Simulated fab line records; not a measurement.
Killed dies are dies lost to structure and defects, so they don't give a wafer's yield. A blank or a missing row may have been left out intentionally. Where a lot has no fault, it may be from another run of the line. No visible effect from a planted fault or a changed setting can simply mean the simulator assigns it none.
fab line records    flow gf180mcu
record: lots: 24  wafers: 72  last_day: 34
route steps=602 shown STI@1 CONTACT@313 M3@414 V3@432 MIM@506
lots with no fault: from the same line, run without faults
start_h: the number of hours between the record's first day and the start of the first shown wafer of the lot    wait_h: time in hours since the lot's previous step    " the same as in the row above    L1.1+2: several wafers, shown together as one row    - no value present, or no start provided    * or withheld: withheld    < > ~ a bound
route shown NAME@n: a module of which the file shows steps, and the number in the route of the first    usual: the fault-free wafers' mean and standard deviation    same: alike in all rows    chamber/n: place in a boat    sites: readings site by site    _std_site: how widely they spread, as a standard deviation    _edge_site: outer sites' mean less inner sites'    radius_mm: how far each site lies from the wafer's centre    mask NAME#n: copy n    behind: tool/chamber where the wafer was last shaped    hold: cause of the lot's hold/its duration in hours/its outcome    device: which transistor (n, p or np) failed to switch    end of line: at the end of the route, the tests of the same wafers    a step without rows: its recipe alone    killed: count of dies lost to structure and defects at first sort (not the wafer's yield)    map: a wafer's dies, x killed, . not, _ none there
set.NAME: the run value of the setting; set.NAME@STEP: its run value at that earlier step    model.NAME: the simulator's own value behind a step, which no gauge read
one table for each step of the route and one row for each wafer, over a sample of lots
services: a tool's chamber out of use, with start hour (start_h, from the record's first day; less than 0 if before it), hours out, and reason
== steps ==
step: GF_STI_BOW_MEAS_00
recipe: mode: bow
usual: INCOMING_BOW: 1/6.4
lot.wafer  tool           chamber  start_h  wait_h  INCOMING_BOW[um]
L074.2     film_metro-01  -        10.02    -       -5
L074.3     "              -        "        "       4
L074.5     "              -        "        "       -11
L075.1     film_metro-03  -        15.00    -       0
L075.4     "              -        "        "       -7
L075.6     "              -        "        "       -6
L076.2     film_metro-01  -        20.02    -       -1
L076.3     "              -        "        "       2
L076.6     "              -        "        "       8
L077.1     film_metro-01  -        25.00    -       1
L077.2     "              -        "        "       15
L077.4     "              -        "        "       9
L078.1     film_metro-03  -        30.00    -       14
L078.5     "              -        "        "       -6
L078.6     "              -        "        "       3
L079.3     film_metro-02  -        35.04    -       -4
L079.4     "              -        "        "       2
L079.6     "              -        "        "       1
L080.1     film_metro-01  -        40.00    -       7
L080.3     "              -        "        "       4
L080.5     "              -        "        "       6
L081.2     film_metro-03  -        45.02    -       4
L081.5     "              -        "        "       7
L081.6     "              -        "        "       0
L082.2     film_metro-02  -        50.02    -       -1
L082.3     "              -        "        "       6
L082.4     "              -        "        "       -7
L083.1     film_metro-01  -        55.00    -       -3
L083.4     "              -        "        "       -5
L083.5     "              -        "        "       2
L084.1     film_metro-01  -        60.00    -       1
L084.2     "              -        "        "       5
L084.4     "              -        "        "       3
L085.1     film_metro-03  -        65.00    -       6
L085.2     "              -        "        "       10
L085.6     "              -        "        "       -1
L086.2     film_metro-02  -        70.02    -       5
L086.5     "              -        "        "       13
L086.6     "              -        "        "       3
L087.1     film_metro-03  -        75.00    -       8
L087.3     "              -        "        "       -15
L087.6     "              -        "        "       -11
L088.3     film_metro-03  -        80.04    -       4
L088.4     "              -        "        "       -12
L088.5     "              -        "        "       -1
L089.1     film_metro-01  -        85.00    -       2
L089.3     "              -        "        "       10
L089.6     "              -        "        "       9
L090.1     film_metro-03  -        90.00    -       8
L090.2     "              -        "        "       -2
L090.6     "              -        "        "       -4
L091.2     film_metro-01  -        95.02    -       -6
L091.5     "              -        "        "       4
L091.6     "              -        "        "       -6
L092.1     film_metro-03  -        100.00   -       6
L092.3     "              -        "        "       -10
L092.6     "              -        "        "       0
L093.1     film_metro-02  -        105.00   -       2
L093.3     "              -        "        "       0
L093.4     "              -        "        "       -1
L094.1     film_metro-01  -        110.00   -       12
L094.2     "              -        "        "       -10
L094.5     "              -        "        "       6
L095.1     film_metro-03  -        115.00   -       3
L095.4     "              -        "        "       -4
L095.6     "              -        "        "       -6
L096.2     film_metro-01  -        120.02   -       1
L096.4     "              -        "        "       8
L096.6     "              -        "        "       1
L097.3     film_metro-03  -        125.04   -       -2
L097.5     "              -        "        "       9
L097.6     "              -        "        "       2
step: GF_CONTACT_THK_MEAS_26
recipe: thk_meas_gauge: xrf  reads: W_of_CONTACT_CVD_24
usual: CONTACT_W_THK: 335/4.1
lot.wafer  tool           chamber  start_h  wait_h  CONTACT_W_THK[nm]
L074.2     film_metro-03  -        352.94   0.1     335
L074.3     "              -        "        "       336
L074.5     "              -        "        "       337
L075.1     film_metro-03  -        362.70   0.1     333
L075.4     "              -        "        "       335
L075.6     "              -        "        "       333
L076.2     film_metro-02  -        371.91   0.1     340
L076.3     "              -        "        "       341
L076.6     "              -        "        "       344
L077.1     film_metro-02  -        382.51   0.1     342
L077.2     "              -        "        "       339
L077.4     "              -        "        "       338
L078.1     film_metro-02  -        394.50   0.1     337
L078.5     "              -        "        "       335
L078.6     "              -        "        "       333
L079.3     film_metro-04  -        397.22   0.1     334
L079.4     "              -        "        "       330
L079.6     "              -        "        "       334
L080.1     film_metro-04  -        412.96   0.1     340
L080.3     "              -        "        "       337
L080.5     "              -        "        "       341
L082.2     film_metro-03  -        428.86   0.1     334
L082.3     "              -        "        "       331
L082.4     "              -        "        "       338
L081.2     film_metro-04  -        433.41   0.1     343
L081.5     "              -        "        "       347
L081.6     "              -        "        "       338
L083.1     film_metro-02  -        442.28   0.1     334
L083.4     "              -        "        "       339
L083.5     "              -        "        "       336
L084.1     film_metro-04  -        470.70   0.1     330
L084.2     "              -        "        "       329
L084.4     "              -        "        "       328
L085.1     film_metro-04  -        481.25   0.1     337
L085.2     "              -        "        "       336
L085.6     "              -        "        "       335
L087.1     film_metro-02  -        485.34   0.1     337
L087.3     "              -        "        "       339
L087.6     "              -        "        "       334
L086.2     film_metro-02  -        486.51   0.1     342
L086.5     "              -        "        "       342
L086.6     "              -        "        "       339
L089.1     film_metro-03  -        504.32   0.1     332
L089.3     "              -        "        "       329
L089.6     "              -        "        "       331
L088.3     film_metro-02  -        511.43   0.1     334
L088.4     "              -        "        "       336
L088.5     "              -        "        "       336
L091.2     film_metro-02  -        516.89   0.1     335
L091.5     "              -        "        "       335
L091.6     "              -        "        "       332
L090.1     film_metro-02  -        518.51   0.1     336
L090.2     "              -        "        "       341
L090.6     "              -        "        "       338
L092.1     film_metro-03  -        522.85   0.1     327
L092.3     "              -        "        "       331
L092.6     "              -        "        "       331
L094.1     film_metro-04  -        530.37   0.1     337
L094.2     "              -        "        "       333
L094.5     "              -        "        "       333
L093.1     film_metro-04  -        537.51   0.1     338
L093.3     "              -        "        "       338
L093.4     "              -        "        "       341
L095.1     film_metro-04  -        545.28   0.1     334
L095.4     "              -        "        "       329
L095.6     "              -        "        "       336
L096.2     film_metro-04  -        550.93   0.1     333
L096.4     "              -        "        "       334
L096.6     "              -        "        "       339
L097.3     film_metro-03  -        557.32   0.1     336
L097.5     "              -        "        "       334
L097.6     "              -        "        "       335
step: GF_M3_RS_MEAS_05
recipe: thk_meas_gauge: four-point-probe  reads: TiN_of_M3_SPUTTER_04+Ti_of_M3_SPUTTER_03+AlCu_of_M3_SPUTTER_02+TiN_of_M3_SPUTTER_01+Ti_of_M3_SPUTTER_00
usual: M3_ALCU_RS: 0.0695/0.00071
lot.wafer  tool           chamber  start_h  wait_h  M3_ALCU_RS[ohm/sq]
L074.2     film_metro-04  -        452.66   0.0     0.0688
L074.3     "              -        "        "       0.0687
L074.5     "              -        "        "       0.0687
L075.1     film_metro-01  -        463.38   0.0     0.0699
L075.4     "              -        "        "       0.0693
L075.6     "              -        "        "       0.0702
L076.2     film_metro-04  -        474.54   0.2     0.0688
L076.3     "              -        "        "       0.0690
L076.6     "              -        "        "       0.0685
L077.1     film_metro-01  -        486.49   0.0     0.0705
L077.2     "              -        "        "       0.0702
L077.4     "              -        "        "       0.0701
L078.1     film_metro-04  -        497.22   0.0     0.0701
L078.5     "              -        "        "       0.0705
L078.6     "              -        "        "       0.0700
L079.3     film_metro-04  -        501.21   0.1     0.0704
L079.4     "              -        "        "       0.0708
L079.6     "              -        "        "       0.0700
L080.1     film_metro-01  -        513.49   0.0     0.0685
L080.3     "              -        "        "       0.0681
L080.5     "              -        "        "       0.0682
L082.2     film_metro-01  -        530.22   0.1     0.0702
L082.3     "              -        "        "       0.0698
L082.4     "              -        "        "       0.0698
L081.2     film_metro-04  -        535.72   0.0     0.0693
L081.5     "              -        "        "       0.0697
L081.6     "              -        "        "       0.0695
L083.1     film_metro-01  -        543.19   0.0     0.0701
L083.4     "              -        "        "       0.0697
L083.5     "              -        "        "       0.0698
L084.1     film_metro-04  -        570.20   0.0     0.0688
L084.2     "              -        "        "       0.0683
L084.4     "              -        "        "       0.0690
L085.1     film_metro-03  -        578.94   0.0     0.0689
L085.2     "              -        "        "       0.0690
L085.6     "              -        "        "       0.0692
L087.1     film_metro-01  -        582.55   0.0     0.0689
L087.3     "              -        "        "       0.0685
L087.6     "              -        "        "       0.0683
L086.2     film_metro-03  -        584.99   0.0     0.0690
L086.5     "              -        "        "       0.0685
L086.6     "              -        "        "       0.0692
L089.1     film_metro-03  -        600.80   0.0     0.0687
L089.3     "              -        "        "       0.0694
L089.6     "              -        "        "       0.0693
L088.3     film_metro-04  -        606.80   0.1     0.0696
L088.4     "              -        "        "       0.0707
L088.5     "              -        "        "       0.0700
L091.2     film_metro-03  -        612.04   0.0     0.0703
L091.5     "              -        "        "       0.0695
L091.6     "              -        "        "       0.0704
L090.1     film_metro-01  -        613.74   0.0     0.0693
L090.2     "              -        "        "       0.0702
L090.6     "              -        "        "       0.0701
L092.1     film_metro-03  -        616.95   0.0     0.0708
L092.3     "              -        "        "       0.0710
L092.6     "              -        "        "       0.0705
L094.1     film_metro-04  -        624.16   0.0     0.0704
L094.2     "              -        "        "       0.0706
L094.5     "              -        "        "       0.0703
L093.1     film_metro-01  -        630.64   0.0     0.0688
L093.3     "              -        "        "       0.0693
L093.4     "              -        "        "       0.0696
L095.1     film_metro-01  -        637.40   0.0     0.0699
L095.4     "              -        "        "       0.0696
L095.6     "              -        "        "       0.0703
L096.2     film_metro-01  -        642.54   0.0     0.0699
L096.4     "              -        "        "       0.0692
L096.6     "              -        "        "       0.0692
L097.3     film_metro-04  -        647.98   0.1     0.0694
L097.5     "              -        "        "       0.0689
L097.6     "              -        "        "       0.0703
step: GF_V3_THK_MEAS_03
recipe: reads: SiO2_of_V3_CVD_02
usual: V3_CVD_02_THK: 850/10
lot.wafer  tool           chamber  start_h  wait_h  V3_CVD_02_THK[nm]
L074.2     film_metro-03  -        478.09   0.0     835
L074.3     "              -        "        "       846
L074.5     "              -        "        "       866
L075.1     film_metro-01  -        487.63   0.0     861
L075.4     "              -        "        "       867
L075.6     "              -        "        "       861
L076.2     film_metro-02  -        499.07   0.0     842
L076.3     "              -        "        "       845
L076.6     "              -        "        "       851
L077.1     film_metro-03  -        511.17   0.0     830
L077.2     "              -        "        "       846
L077.4     "              -        "        "       860
L078.1     film_metro-02  -        521.77   0.0     842
L078.5     "              -        "        "       858
L078.6     "              -        "        "       859
L079.3     film_metro-02  -        525.97   0.1     855
L079.4     "              -        "        "       859
L079.6     "              -        "        "       849
L080.1     film_metro-02  -        538.03   0.0     834
L080.3     "              -        "        "       853
L080.5     "              -        "        "       852
L082.2     film_metro-01  -        553.73   0.1     821
L082.3     "              -        "        "       841
L082.4     "              -        "        "       839
L081.2     film_metro-03  -        559.00   0.0     846
L081.5     "              -        "        "       860
L081.6     "              -        "        "       861
L083.1     film_metro-03  -        566.54   0.0     843
L083.4     "              -        "        "       864
L083.5     "              -        "        "       860
L084.1     film_metro-02  -        593.03   0.0     845
L084.2     "              -        "        "       830
L084.4     "              -        "        "       855
L085.1     film_metro-03  -        601.19   0.0     847
L085.2     "              -        "        "       844
L085.6     "              -        "        "       851
L087.1     film_metro-01  -        604.26   0.0     842
L087.3     "              -        "        "       850
L087.6     "              -        "        "       859
L086.2     film_metro-03  -        607.77   0.0     841
L086.5     "              -        "        "       844
L086.6     "              -        "        "       862
L089.1     film_metro-01  -        623.22   0.0     838
L089.3     "              -        "        "       844
L089.6     "              -        "        "       853
L088.3     film_metro-03  -        628.30   0.1     843
L088.4     "              -        "        "       858
L088.5     "              -        "        "       875
L091.2     film_metro-03  -        634.20   0.0     841
L091.5     "              -        "        "       867
L091.6     "              -        "        "       864
L090.1     film_metro-01  -        635.41   0.0     831
L090.2     "              -        "        "       848
L090.6     "              -        "        "       856
L092.1     film_metro-02  -        638.08   0.0     843
L092.3     "              -        "        "       842
L092.6     "              -        "        "       865
L094.1     film_metro-03  -        644.83   0.0     840
L094.2     "              -        "        "       850
L094.5     "              -        "        "       861
L093.1     film_metro-01  -        651.23   0.0     853
L093.3     "              -        "        "       848
L093.4     "              -        "        "       861
L095.1     film_metro-01  -        658.40   0.0     841
L095.4     "              -        "        "       859
L095.6     "              -        "        "       851
L096.2     film_metro-03  -        663.76   0.0     853
L096.4     "              -        "        "       859
L096.6     "              -        "        "       851
L097.3     film_metro-02  -        668.60   0.1     838
L097.5     "              -        "        "       862
L097.6     "              -        "        "       850
step: GF_V3_THK_MEAS_25
recipe: thk_meas_gauge: xrf  reads: W_of_V3_CVD_23
usual: V3_W_THK: 364/4.4
lot.wafer  tool           chamber  start_h  wait_h  V3_W_THK[nm]
L074.2     film_metro-03  -        503.73   0.1     363
L074.3     "              -        "        "       359
L074.5     "              -        "        "       360
L075.1     film_metro-02  -        512.52   0.1     366
L075.4     "              -        "        "       369
L075.6     "              -        "        "       367
L076.2     film_metro-03  -        523.78   0.1     359
L076.3     "              -        "        "       360
L076.6     "              -        "        "       356
L077.1     film_metro-02  -        535.87   0.1     373
L077.2     "              -        "        "       370
L077.4     "              -        "        "       376
L078.1     film_metro-01  -        546.61   0.1     361
L078.5     "              -        "        "       363
L078.6     "              -        "        "       366
L079.3     film_metro-03  -        550.29   0.1     368
L079.4     "              -        "        "       366
L079.6     "              -        "        "       363
L080.1     film_metro-01  -        562.75   0.1     369
L080.3     "              -        "        "       369
L080.5     "              -        "        "       366
L082.2     film_metro-01  -        576.88   0.1     362
L082.3     "              -        "        "       359
L082.4     "              -        "        "       362
L081.2     film_metro-03  -        582.78   0.1     364
L081.5     "              -        "        "       365
L081.6     "              -        "        "       358
L083.1     film_metro-03  -        589.82   0.1     359
L083.4     "              -        "        "       363
L083.5     "              -        "        "       360
L084.1     film_metro-03  -        615.77   0.1     366
L084.2     "              -        "        "       358
L084.4     "              -        "        "       367
L085.1     film_metro-02  -        624.12   0.1     369
L085.2     "              -        "        "       366
L085.6     "              -        "        "       364
L087.1     film_metro-02  -        626.94   0.1     369
L087.3     "              -        "        "       359
L087.6     "              -        "        "       373
L086.2     film_metro-02  -        629.48   0.1     365
L086.5     "              -        "        "       367
L086.6     "              -        "        "       366
L089.1     film_metro-01  -        644.31   0.1     365
L089.3     "              -        "        "       368
L089.6     "              -        "        "       369
L088.3     film_metro-01  -        649.63   0.1     365
L088.4     "              -        "        "       361
L088.5     "              -        "        "       363
L091.2     film_metro-03  -        655.39   0.1     358
L091.5     "              -        "        "       360
L091.6     "              -        "        "       353
L090.1     film_metro-02  -        657.44   0.1     364
L090.2     "              -        "        "       358
L090.6     "              -        "        "       359
L092.1     film_metro-03  -        660.03   0.1     357
L092.3     "              -        "        "       364
L092.6     "              -        "        "       363
L094.1     film_metro-01  -        665.44   0.1     360
L094.2     "              -        "        "       365
L094.5     "              -        "        "       363
L093.1     film_metro-01  -        671.34   0.1     364
L093.3     "              -        "        "       371
L093.4     "              -        "        "       367
L095.1     film_metro-01  -        678.77   0.1     361
L095.4     "              -        "        "       366
L095.6     "              -        "        "       359
L096.2     film_metro-01  -        683.72   0.1     362
L096.4     "              -        "        "       365
L096.6     "              -        "        "       366
L097.3     film_metro-01  -        689.15   0.1     367
L097.5     "              -        "        "       362
L097.6     "              -        "        "       359
step: GF_MIM_SPUTTER_03
recipe: material: Ti  target_thk_nm: 10  substrate_temp_c: 300  chamber_pressure_pa: 0.3  power_w: 3000  time_s: 6.7
usual: substrate_temp_c: 300.03/0.2  throttle_valve_pct: 29.8/0.85
lot.wafer  tool            chamber  start_h  wait_h  substrate_temp_c  throttle_valve_pct
L074.2     pvd_sputter-02  -        553.10   0.0     299.82            28.7
L074.3     "               -        "        "       300.09            28.8
L074.5     "               -        "        "       299.98            28.6
L075.1     pvd_sputter-02  -        562.26   0.0     299.93            29.8
L075.4     "               -        "        "       299.82            28.6
L075.6     "               -        "        "       299.85            30.0
L076.2     pvd_sputter-04  -        571.78   0.0     299.93            29.5
L076.3     "               -        "        "       300.09            29.8
L076.6     "               -        "        "       299.82            29.8
L077.1     pvd_sputter-04  -        583.99   0.0     300.19            29.2
L077.2     "               -        "        "       299.96            30.6
L077.4     "               -        "        "       300.21            29.7
L078.1     pvd_sputter-02  -        594.04   0.0     299.94            30.7
L078.5     "               -        "        "       299.87            31.0
L078.6     "               -        "        "       299.90            28.8
L079.3     pvd_sputter-02  -        597.59   0.0     300.16            31.0
L079.4     "               -        "        "       299.68            28.7
L079.6     "               -        "        "       300.47            28.6
L080.1     pvd_sputter-04  -        609.01   0.0     300.08            29.8
L080.3     "               -        "        "       299.59            29.9
L080.5     "               -        "        "       300.16            30.8
L082.2     pvd_sputter-01  -        623.39   0.0     299.66            30.7
L082.3     "               -        "        "       300.17            29.1
L082.4     "               -        "        "       300.07            30.8
L081.2     pvd_sputter-02  -        628.31   0.0     300.28            28.6
L081.5     "               -        "        "       299.96            31.2
L081.6     "               -        "        "       300.19            28.7
L083.1     pvd_sputter-01  -        635.16   0.0     300.28            30.0
L083.4     "               -        "        "       299.95            28.7
L083.5     "               -        "        "       300.42            28.6
L084.1     pvd_sputter-04  -        658.82   0.0     299.63            30.8
L084.2     "               -        "        "       300.03            29.2
L084.4     "               -        "        "       299.97            29.6
L085.1     pvd_sputter-02  -        667.43   0.0     300.17            30.1
L085.2     "               -        "        "       300.15            28.3
L085.6     "               -        "        "       299.96            30.1
L087.1     pvd_sputter-01  -        669.38   0.0     300.12            30.7
L087.3     "               -        "        "       299.86            30.6
L087.6     "               -        "        "       300.12            30.6
L086.2     pvd_sputter-01  -        672.74   0.0     300.00            28.6
L086.5     "               -        "        "       300.20            30.2
L086.6     "               -        "        "       299.83            30.9
L089.1     pvd_sputter-01  -        686.00   0.0     300.07            30.7
L089.3     "               -        "        "       300.02            28.8
L089.6     "               -        "        "       300.02            29.0
L088.3     pvd_sputter-04  -        691.86   0.0     299.98            29.1
L088.4     "               -        "        "       299.93            29.9
L088.5     "               -        "        "       299.93            29.5
L091.2     pvd_sputter-01  -        696.29   0.0     300.09            30.6
L091.5     "               -        "        "       299.78            31.0
L091.6     "               -        "        "       299.68            30.5
L090.1     pvd_sputter-04  -        698.43   0.0     300.19            29.8
L090.2     "               -        "        "       299.69            29.3
L090.6     "               -        "        "       299.98            29.2
L092.1     pvd_sputter-02  -        700.80   0.0     299.91            30.0
L092.3     "               -        "        "       300.09            28.5
L092.6     "               -        "        "       300.33            30.9
L094.1     pvd_sputter-02  -        706.38   0.0     300.07            29.9
L094.2     "               -        "        "       299.94            28.8
L094.5     "               -        "        "       300.10            28.3
L093.1     pvd_sputter-04  -        710.82   0.0     300.04            29.2
L093.3     "               -        "        "       299.95            29.6
L093.4     "               -        "        "       300.14            29.7
L095.1     pvd_sputter-02  -        719.26   0.0     299.74            30.9
L095.4     "               -        "        "       300.16            28.8
L095.6     "               -        "        "       300.03            31.2
L096.2     pvd_sputter-04  -        723.21   0.0     300.17            29.6
L096.4     "               -        "        "       300.17            29.9
L096.6     "               -        "        "       299.65            29.3
L097.3     pvd_sputter-04  -        728.85   0.0     300.13            29.8
L097.5     "               -        "        "       300.27            29.2
L097.6     "               -        "        "       299.91            29.8
== services ==
tool            chamber  start_h  hours  kind
pvd_sputter-04  -        541.92   0.6    repair
pvd_sputter-02  -        560.54   0.5    repair
pvd_sputter-02  2        583.19   -      consumable_replace:kit
pvd_sputter-02  2        583.19   18.0   scheduled_down
pvd_sputter-02  2        583.19   18.0   vent_cycle
pvd_sputter-01  -        648.02   6.2    repair
pvd_sputter-01  3        654.51   -      consumable_replace:kit
pvd_sputter-01  3        654.51   18.0   scheduled_down
pvd_sputter-01  3        654.51   18.0   vent_cycle
pvd_sputter-04  2        659.80   -      consumable_replace:kit
pvd_sputter-04  2        659.80   18.0   scheduled_down
pvd_sputter-04  2        659.80   18.0   vent_cycle
pvd_sputter-02  1        667.50   -      consumable_replace:kit
pvd_sputter-02  1        667.50   18.0   scheduled_down
pvd_sputter-02  1        667.50   18.0   vent_cycle
== key ==
fault none
